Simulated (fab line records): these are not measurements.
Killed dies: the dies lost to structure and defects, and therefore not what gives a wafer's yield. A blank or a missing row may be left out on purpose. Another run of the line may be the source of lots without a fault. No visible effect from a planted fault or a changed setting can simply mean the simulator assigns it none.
Which tool did it? | flow gf180mcu | 13 lots with 39 wafers sampled at 4 steps, on a route of 602 steps

WHAT THE GAUGES SHOWED, per wafer
GF_CONTACT_BOW_MEAS_05.
lot  | measured     | on            | CONTACT_BOW (um)
L424 | day 15 22:53 | film-metro-04 | 64 65 71
L425 | day 16 04:23 | film-metro-03 | 63 63 68
L428 | day 17 08:55 | film-metro-04 | 63 64 70
L429 | day 17 17:50 | film-metro-03 | 76 66 70
L430 | day 18 00:42 | film-metro-01 | 65 71 58
L435 | day 19 18:17 | film-metro-04 | 69 67 63
L437 | day 21 05:35 | film-metro-04 | 64 79 64
L438 | day 21 06:02 | film-metro-04 | 63 60 61
L439 | day 21 21:33 | film-metro-03 | 72 61 69
L440 | day 21 22:58 | film-metro-03 | 56 60 63
L441 | day 22 15:01 | film-metro-01 | 57 82 65
L443 | day 23 02:21 | film-metro-01 | 66 73 58
L445 | day 23 16:41 | film-metro-04 | 72 69 74

GF_CONTACT_CD_MEAS_14: target cd 220 nm.
lot  | measured     | on        | cd-nm (nm)
L424 | day 16 20:46 | cd-sem-02 | 219.6 221.0 219.5
L425 | day 17 02:22 | cd-sem-01 | 217.0 219.5 218.3
L428 | day 18 07:41 | cd-sem-01 | 218.1 219.0 218.5
L429 | day 18 17:38 | cd-sem-01 | 221.8 221.9 222.4
L430 | day 19 00:32 | cd-sem-02 | 219.3 219.0 219.3
L435 | day 20 19:33 | cd-sem-01 | 220.3 217.4 217.2
L437 | day 22 04:34 | cd-sem-02 | 246.2 247.3 246.3
L438 | day 22 06:17 | cd-sem-02 | 219.0 219.0 220.1
L439 | day 22 21:04 | cd-sem-01 | 243.4 242.3 245.3
L440 | day 22 22:51 | cd-sem-01 | 241.2 241.3 240.7
L441 | day 23 14:07 | cd-sem-02 | 218.8 218.5 219.2
L443 | day 24 00:34 | cd-sem-02 | 218.4 218.4 218.2
L445 | day 24 14:46 | cd-sem-02 | 220.4 218.6 220.2

WHICH TOOL RAN EACH LOT (tool, then ch and the chambers of the sampled wafers, then the start)
lot  | GF_CONTACT_CVD_02               | GF_CONTACT_EXPOSE_11
L424 | pecvd-02 ch 0,1, day 15 22:26   | krf-scanner-02 ch 0, day 16 10:21
L425 | pecvd-02 ch 0,1,2, day 16 03:58 | krf-scanner-01 ch 0, day 16 16:23
L428 | pecvd-03 ch 0,1,2, day 17 08:26 | krf-scanner-02 ch 0, day 17 20:11
L429 | pecvd-02 ch 0,1,2, day 17 17:24 | krf-scanner-02 ch 0, day 18 05:18
L430 | pecvd-04 ch 0,1, day 18 00:16   | krf-scanner-01 ch 0, day 18 12:47
L435 | pecvd-04 ch 0,1,2, day 19 17:50 | krf-scanner-02 ch 0, day 20 06:22
L437 | pecvd-02 ch 0,1,2, day 21 05:08 | krf-scanner-01 ch 0, day 21 17:41
L438 | pecvd-02 ch 0,2, day 21 05:29   | krf-scanner-02 ch 0, day 21 18:53
L439 | pecvd-03 ch 0,1,2, day 21 21:07 | krf-scanner-01 ch 0, day 22 09:25
L440 | pecvd-02 ch 1,2, day 21 22:32   | krf-scanner-01 ch 0, day 22 10:46
L441 | pecvd-02 ch 1,2, day 22 14:34   | krf-scanner-02 ch 0, day 23 02:58
L443 | pecvd-03 ch 0,1,2, day 23 01:55 | krf-scanner-02 ch 0, day 23 13:41
L445 | pecvd-02 ch 0,1,2, day 23 16:14 | krf-scanner-02 ch 0, day 24 03:55
- GF_CONTACT_CVD_02: deposits SiO2 from TEOS, target thk 860 nm, time 95.992 s.
- GF_CONTACT_EXPOSE_11: exposes mask Contact, target cd 220 nm.

WHAT THE TOOLS THEMSELVES READ (means of the sampled wafers that have a number; where no wafer has one, the mark that the record gives instead)
GF_CONTACT_CVD_02.
lot  | tool     | heater-power-w (W)
L424 | pecvd-02 | 603
L425 | pecvd-02 | 582
L428 | pecvd-03 | 681
L429 | pecvd-02 | 647
L430 | pecvd-04 | 535
L435 | pecvd-04 | 584
L437 | pecvd-02 | 584
L438 | pecvd-02 | 716
L439 | pecvd-03 | 677
L440 | pecvd-02 | 575
L441 | pecvd-02 | 566
L443 | pecvd-03 | 631
L445 | pecvd-02 | 569

GF_CONTACT_EXPOSE_11.
lot  | tool           | exposure-dose-mJ-cm2
L424 | krf-scanner-02 | 38.00
L425 | krf-scanner-01 | 38.22
L428 | krf-scanner-02 | 38.01
L429 | krf-scanner-02 | 37.97
L430 | krf-scanner-01 | 38.21
L435 | krf-scanner-02 | 37.92
L437 | krf-scanner-01 | 45.43
L438 | krf-scanner-02 | 38.05
L439 | krf-scanner-01 | 43.94
L440 | krf-scanner-01 | 43.96
L441 | krf-scanner-02 | 38.00
L443 | krf-scanner-02 | 38.03
L445 | krf-scanner-02 | 37.98

THE ANSWER, worked out from the rows above alone
Rule: the lots themselves supply what counts as usual. The widest of any qualifying gaps counts: lots, ordered by their means at a reading, are off when they make up no more than a third of the lots, leave a main group of 4 or more, and stand apart from it by 3 or more times the standard deviation of that group's means. The tables above print the reading to a certain number of digits; a main group whose means all agree to those digits is not used. A lot without any number at a reading at which 4 lots or more have one is off too. All remaining lots with rows at the step are treated as sound. First the gauges in route order, then the tools' own readings, where a lot's mean is used as printed above. At the first step where some lot is off, the reading lying furthest off is the one used; lots without a number count as furthest.
Off, at GF_CONTACT_CD_MEAS_14 on cd-nm: L437, L439, L440. For the main group the mean is 219.3 nm and the standard deviation 1.1.
If a tool, at a process step before that reading, ran all the lots that are off and no sound lot after the first of them, it fits. The gauges at GF_CONTACT_CD_MEAS_14 aren't tried: what is off there is off at GF_CONTACT_EXPOSE_11 too, on other tools, and a gauge's error can't cause that. One fits: GF_CONTACT_EXPOSE_11 on krf-scanner-01. A fault onset in the window from L430 (day 18 12:47, its last sound lot) to L437 (day 21 17:41, its first lot off) fits.
The tool's own readings at GF_CONTACT_EXPOSE_11 bear it out: on the lots that are off they differ by more than 5 times the standard deviation of the sound lots' means. exposure-dose-mJ-cm2 reads 44.44 there against 38.04 on the sound lots.

WHAT THE SIMULATOR PUT IN
Process parameters drifting: krf-scanner-01 at GF_CONTACT_EXPOSE_11, beginning at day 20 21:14. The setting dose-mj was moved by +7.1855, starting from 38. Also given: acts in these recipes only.
Lots struck among those shown: L437, L439, L440. The rule above found the same.
